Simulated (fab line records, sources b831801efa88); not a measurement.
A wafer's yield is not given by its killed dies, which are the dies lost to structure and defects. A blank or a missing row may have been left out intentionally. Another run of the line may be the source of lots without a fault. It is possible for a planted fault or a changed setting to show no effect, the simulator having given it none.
Comparing a struck lot with a sound one    flow sky130    24 steps out of a route of 708
Sound: wafers L224.2, L224.4, L224.6. Wafers struck: L233.1, L233.3, L233.6. The cause is given at the end.
Each step with rows lists, per side, the tool, then ch with its chambers, then its first start. Under that, the readings that differ: sound wafers    struck wafers    difference of the means    sigmas: that difference in standard deviations of wafers without a fault.
alike: readings whose means differ by less than 2 such deviations, and words and numbers that are the same on both sides. not compared: withheld readings, readings that some wafer has no value for, bounds like >300 that may hide the same value, and numbers for which the record gives no deviation and whose values overlap.
A row with sigmas, a row that says differs or no value, or rows on one side alone: a step with any of these is where the two part. When numbers do not overlap yet have no deviation, they are printed without sigmas and do not part them. Lack of a reading on every wafer of one side parts them only where that side has two or more wafers.

SKY_VIA1_RS_MEAS_22: measurement is done with a four-point probe.
  sound: film-metro-03 at day 38 09:49; struck: film-metro-01 at day 39 06:13
reading             sound              struck             difference  sigmas
VIA1_W_RS (ohm/sq)  0.430 0.424 0.428  0.435 0.440 0.440  +0.011      +2
SKY_VIA1_THK_MEAS_23: measures by xrf.
  sound: film-metro-03 at day 38 09:55; struck: film-metro-01 at day 39 06:20
  alike: VIA1_W_THK
then, 2 steps without rows for these wafers: SKY_VIA1_CMP_24 (polishes, stops on SiO2, t overpolish 15 s, target thk 0 nm); SKY_METAL2_SPUTTER_00 (material Ti, target thk 15 nm, time 10 s).
SKY_METAL2_SPUTTER_01: material TiN, target thk 20 nm, time 16.7 s.
  sound: pvd-sputter-02 at day 38 10:18; struck: pvd-sputter-04 at day 39 06:43
  alike: throttle-valve-pct
then, 1 step without rows for these wafers: SKY_METAL2_SPUTTER_02 (material AlCu, target thk 250 nm, time 13.67 s).
SKY_METAL2_SPUTTER_03: material Ti, target thk 5 nm, time 3.3 s.
  sound: pvd-sputter-02 at day 38 10:21; struck: pvd-sputter-04 at day 39 06:46
  alike: throttle-valve-pct
SKY_METAL2_SPUTTER_04: material TiN, target thk 70 nm, time 58.3 s.
  sound: pvd-sputter-02 at day 38 10:22; struck: pvd-sputter-04 at day 39 06:47
  alike: throttle-valve-pct
SKY_METAL2_RS_MEAS_05: measurement is done with a four-point probe.
  sound: film-metro-02 at day 38 10:26; struck: film-metro-02 at day 39 06:50
  alike: METAL2_ALCU_RS
SKY_METAL2_THK_MEAS_06: measures by xrf.
  sound: film-metro-02 at day 38 10:32; struck: film-metro-02 at day 39 06:58
  alike: METAL2_ALCU_THK
then, 2 steps without rows for these wafers: SKY_METAL2_DEHYDRATE_07 (time 60 s); SKY_METAL2_HMDS_08 (prime time 60 s).
SKY_METAL2_COAT_09: resist thk 60 nm.
  sound on litho-track-04 ch 0, day 38 22:38; struck on litho-track-02 ch 0, day 39 18:26
reading               sound                 struck                difference  sigmas
spin-speed-rpm (rpm)  3000.9 2999.9 3000.1  2949.2 2949.9 2949.6  -50.7       -23
then, 5 steps without rows for these wafers: SKY_METAL2_COAT_10 (resist thk 450 nm); SKY_METAL2_SOFTBAKE_11 (time 90 s); SKY_METAL2_EXPOSE_12 (exposes mask MM2, target cd 140 nm); SKY_METAL2_PEB_13; SKY_METAL2_DEVELOP_14 (develop time 60 s).
SKY_METAL2_CD_MEAS_15 targets a cd of 140 nm.
  sound: cd-sem-02 at day 39 12:01; struck: cd-sem-02 at day 40 07:32
  alike: cd-nm
SKY_METAL2_OVL_MEAS_16:
  sound: overlay-02 at day 39 12:07; struck: overlay-01 at day 40 07:40
  alike: METAL2_OVL
SKY_METAL2_DESCUM_17: chemistry O2, time 8 s.
  sound on rie-metal-01 ch 0,1, day 39 12:08; struck on rie-metal-01 ch 1, day 40 07:41
  alike: drypump-motor-current-A, oes-product-au
  not compared: rf-hours-counter-h
SKY_METAL2_ETCH_18: etches BARC in N2/H2, stops on SiO2, time 45.9 s, target depth 60 nm.
  sound on rie-metal-01 ch 0,1, day 39 12:11; struck on rie-metal-01 ch 1, day 40 07:44
reading                   sound              struck             difference  sigmas
model.etch.depth-nm (nm)  60.21 60.13 60.29  60.45 60.46 60.63  +0.30       
  alike: drypump-motor-current-A, n2-flow-sccm, oes-product-au, throttle-valve-pct
  not compared: rf-hours-counter-h
SKY_METAL2_METAL_ETCH_19: etches the open film in Cl2/BCl3, stops on SiO2, target depth 360 nm, time 78 s.
  sound on rie-metal-01 ch 0,1, day 39 12:14; struck on rie-metal-01 ch 1, day 40 07:47
  alike: bcl3-flow-sccm, drypump-motor-current-A, mfc-cl2-sccm, oes-product-au, throttle-valve-pct
  not compared: rf-hours-counter-h
-- the record jumps here: 9 days lie between the struck wafers' starts before and after (it left off in module METAL2 and takes up again in module PAD_OPEN, whose first step shown is number 708 of the route) --
SKY_PAD_OPEN_PROBE_99:
  only the struck wafers here have rows in the record (prober-01, day 49 19:24); the sound ones have none

WHERE THEY PART
First at SKY_VIA1_RS_MEAS_22; last, within this record, at SKY_PAD_OPEN_PROBE_99.

WHY: the cause the simulator had injected
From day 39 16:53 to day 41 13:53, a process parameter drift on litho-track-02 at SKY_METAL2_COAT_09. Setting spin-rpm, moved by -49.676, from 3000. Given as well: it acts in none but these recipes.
